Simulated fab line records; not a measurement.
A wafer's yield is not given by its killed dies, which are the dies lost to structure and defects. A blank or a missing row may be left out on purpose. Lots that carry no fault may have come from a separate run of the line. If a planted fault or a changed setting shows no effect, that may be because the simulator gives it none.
Commonality check across tools	flow sky130	Sample size 13 lots and 39 wafers

## REASON FOR OPENING
1 of 13 lots carry a flag on the reading VT_ADJUST_PCH_TW at SKY_VT_ADJUST_PCH_TW_MEAS_10. Fault-free wafers read 142.6, with a standard deviation of 1.5.
Rule: a lot gets a flag if all its wafers with a number sit over 4 standard deviations from that mean, or if no wafer of it has a number. All remaining lots are regarded as sound.

lot	measured	on	VT_ADJUST_PCH_TW, wafer by wafer	flag
L335	day 10 21:06	film_metro-01	141.0 141.2 141.0	
L336	day 11 00:35	film_metro-03	142.3 143.4 143.5	
L338	day 12 11:26	film_metro-01	140.1 141.1 140.4	
L339	day 12 17:11	film_metro-03	143.4 143.3 142.8	
L343	day 13 11:34	film_metro-03	30.3 30.2 30.3	FLAGGED
L344	day 13 21:42	film_metro-03	143.8 143.3 143.4	
L348	day 14 19:32	film_metro-03	142.9 143.5 143.5	
L350	day 15 09:44	film_metro-04	144.1 143.0 143.8	
L351	day 15 18:53	film_metro-01	140.4 140.1 140.7	
L352	day 16 03:41	film_metro-03	144.5 144.4 143.5	
L353	day 16 10:38	film_metro-03	143.6 144.1 143.3	
L355	day 17 10:42	film_metro-04	144.0 144.5 143.4	
L356	day 17 16:34	film_metro-03	142.9 142.4 142.3	
The numbers of the flagged lots are 30.3 on average: -112.3 against the usual, or -75 standard deviations.

## LOT BY LOT: THE TOOL USED
3 process steps preceding the reading are held in the record, out of 708 steps in the route. Cell contents, in order: the tool; ch with the chambers the sampled wafers went through; the start.
lot	flag	SKY_FIELD_ISO_ETCH_14	SKY_FIELD_ISO_CMP_27	SKY_VT_ADJUST_PCH_EXPOSE_04
L335		rie_diel-01 ch 0,1,2, day 2 10:35	cmp-02 ch 0,2,3, day 2 16:38	iline_stepper-02 ch 0, day 10 10:34
L336		rie_diel-02 ch 0,3, day 2 15:32	cmp-02 ch 0,1,3, day 2 19:04	iline_stepper-01 ch 0, day 10 13:09
L338		rie_diel-01 ch 1,2,3, day 3 01:55	cmp-02 ch 0,1,3, day 3 14:39	iline_stepper-01 ch 0, day 11 23:42
L339		rie_diel-02 ch 1,2, day 3 07:56	cmp-02 ch 2,3, day 3 21:25	iline_stepper-01 ch 0, day 12 05:58
L343	FLAGGED	rie_diel-03 ch 1,2,3, day 4 07:02	cmp-01 ch 0,1,2, day 4 10:27	iline_stepper-02 ch 0, day 12 23:04
L344		rie_diel-01 ch 0,2,3, day 4 13:01	cmp-02 ch 0,1,2, day 4 18:33	iline_stepper-01 ch 0, day 13 07:38
L348		rie_diel-02 ch 1,2,3, day 5 05:53	cmp-02 ch 0,1,3, day 5 09:53	iline_stepper-02 ch 0, day 14 06:35
L350		rie_diel-01 ch 1,2,3, day 5 16:46	cmp-02 ch 0,2, day 5 21:39	iline_stepper-02 ch 0, day 14 20:01
L351		rie_diel-01 ch 0,1,3, day 5 22:59	cmp-02 ch 0,1,2, day 6 03:49	iline_stepper-01 ch 0, day 15 05:35
L352		rie_diel-03 ch 0,2,3, day 6 03:01	cmp-02 ch 0,1,2, day 6 07:49	iline_stepper-02 ch 0, day 15 13:21
L353		rie_diel-03 ch 1,2, day 6 09:20	cmp-01 ch 1,2,3, day 6 13:03	iline_stepper-02 ch 0, day 15 20:26
L355		rie_diel-03 ch 0,2,3, day 6 20:34	cmp-02 ch 1,2,3, day 7 04:28	iline_stepper-02 ch 0, day 16 19:32
L356		rie_diel-03 ch 1,2, day 7 03:55	cmp-01 ch 0,2,3, day 7 10:09	iline_stepper-02 ch 0, day 17 01:40
These steps, and what they do:
- SKY_FIELD_ISO_ETCH_14: etches BARC in N2/H2, stops on SiO2, time 45.9 s, target depth 60 nm.
- SKY_FIELD_ISO_CMP_27: polishes, stops on Si3N4, t overpolish 16 s, target thk 457.8 nm.
- SKY_VT_ADJUST_PCH_EXPOSE_04: exposes mask NWM, target cd 840 nm.
- SKY_VT_ADJUST_PCH_TW_MEAS_10

## FLAGGED OVER TOTAL, TOOL BY TOOL (the gauges that took the reading come last)
step	tool	lots run	flagged	share of the flagged lots	sound lots run after its first flagged lot
SKY_FIELD_ISO_ETCH_14	rie_diel-01	5	0	none	-
SKY_FIELD_ISO_ETCH_14	rie_diel-02	3	0	none	-
SKY_FIELD_ISO_ETCH_14	rie_diel-03	5	1	all	4 (L352,L353,L355,L356)
SKY_FIELD_ISO_CMP_27	cmp-01	3	1	all	2 (L353,L356)
SKY_FIELD_ISO_CMP_27	cmp-02	10	0	none	-
SKY_VT_ADJUST_PCH_EXPOSE_04	iline_stepper-01	5	0	none	-
SKY_VT_ADJUST_PCH_EXPOSE_04	iline_stepper-02	8	1	all	6 (L348,L350,L352,L353,L355,L356)
SKY_VT_ADJUST_PCH_TW_MEAS_10	film_metro-01	3	0	none	-
SKY_VT_ADJUST_PCH_TW_MEAS_10	film_metro-03	8	1	all	5 (L344,L348,L352,L353,L356)
SKY_VT_ADJUST_PCH_TW_MEAS_10	film_metro-04	2	0	none	-

## WHAT IS ALLOWED BY THE TABLE
4 rows of the table ran every flagged lot: rie_diel-03 at SKY_FIELD_ISO_ETCH_14, cmp-01 at SKY_FIELD_ISO_CMP_27, iline_stepper-02 at SKY_VT_ADJUST_PCH_EXPOSE_04, film_metro-03 at SKY_VT_ADJUST_PCH_TW_MEAS_10.
- rie_diel-03 at SKY_FIELD_ISO_ETCH_14 ran 5 lots, 1 of them flagged. After the first flagged lot (L352, L353, L355, L356), sound lots still ran on it; a lasting fault on the whole tool would not permit that.
- cmp-01 at SKY_FIELD_ISO_CMP_27 ran 3 lots, 1 of them flagged. After the first flagged lot (L353, L356), sound lots still ran on it; a lasting fault on the whole tool would not permit that.
- iline_stepper-02 at SKY_VT_ADJUST_PCH_EXPOSE_04 ran 8 lots, 1 of them flagged. After the first flagged lot (L348, L350, L352, L353, L355, L356), sound lots still ran on it; a lasting fault on the whole tool would not permit that.
- film_metro-03 at SKY_VT_ADJUST_PCH_TW_MEAS_10 ran 8 lots, 1 of them flagged. After the first flagged lot (L344, L348, L352, L353, L356), sound lots still ran on it; a lasting fault on the whole tool would not permit that.
None of the table's rows ran every flagged lot and, after the first, no sound lot.

## WHAT HAD BEEN PUT IN BY THE SIMULATOR
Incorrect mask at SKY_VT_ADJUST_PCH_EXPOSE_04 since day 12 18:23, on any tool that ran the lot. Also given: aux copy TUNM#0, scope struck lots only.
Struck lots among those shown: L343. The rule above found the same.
